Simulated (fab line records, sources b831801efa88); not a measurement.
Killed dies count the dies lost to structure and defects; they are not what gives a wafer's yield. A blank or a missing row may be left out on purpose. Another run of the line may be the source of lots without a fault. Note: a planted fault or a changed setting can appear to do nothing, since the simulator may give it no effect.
The same fault as seen by 2 desks + flow sky130 + each desk holds nothing but its own numbers, with what lay behind them at the end

== THE TOOL OWNER'S DESK: pvd_sputter-04 ==
At SKY_METAL2_SPUTTER_01 (material TiN, target thk 20 nm, time 16.7 s) the tool's own readings: per lot run on this tool, the mean of the sampled wafers that have a number. If a lot's mean is further than 4 standard deviations from the usual mean, the lot is out of limits and carries the mark OUT (the distance appears in the brackets).
Columns: A = throttle_valve_pct at SKY_METAL2_SPUTTER_01, usual 30.0 %
| lot  | first seen here | A    |
|------|-----------------|------|
| L450 | day 33 16:04    | 30.3 |
| L460 | day 37 05:52    | 31.6 |
Result from this desk: across the 2 lots, nothing is out of limits.

== METROLOGY DESK ==
What the gauges read, lot by lot, whatever tool the lot ran on: means of the sampled wafers that have a number. If a lot's mean is further than 4 standard deviations from the usual mean, the lot is out of limits and carries the mark OUT (the distance appears in the brackets).
Columns: A = VIA1_W_RS at SKY_VIA1_RS_MEAS_22, usual 0.425 ohm/sq; B = VIA1_W_THK at SKY_VIA1_THK_MEAS_23, usual 266 nm
| lot  | first seen here | A     | B   |
|------|-----------------|-------|-----|
| L450 | day 33 15:38    | 0.427 | 268 |
| L460 | day 37 05:23    | 0.424 | 265 |
| L462 | day 38 06:23    | 0.432 | 263 |
| L468 | day 39 22:38    | 0.423 | 269 |
| L469 | day 40 03:04    | 0.428 | 266 |
Result from this desk: across the 5 lots, nothing is out of limits.

== TAKEN TOGETHER ==
The desk of the tool owner found nothing out of limits.
From the metrology desk's view, nothing was out of limits.

== WHAT THE SIMULATOR HAD PUT IN ==
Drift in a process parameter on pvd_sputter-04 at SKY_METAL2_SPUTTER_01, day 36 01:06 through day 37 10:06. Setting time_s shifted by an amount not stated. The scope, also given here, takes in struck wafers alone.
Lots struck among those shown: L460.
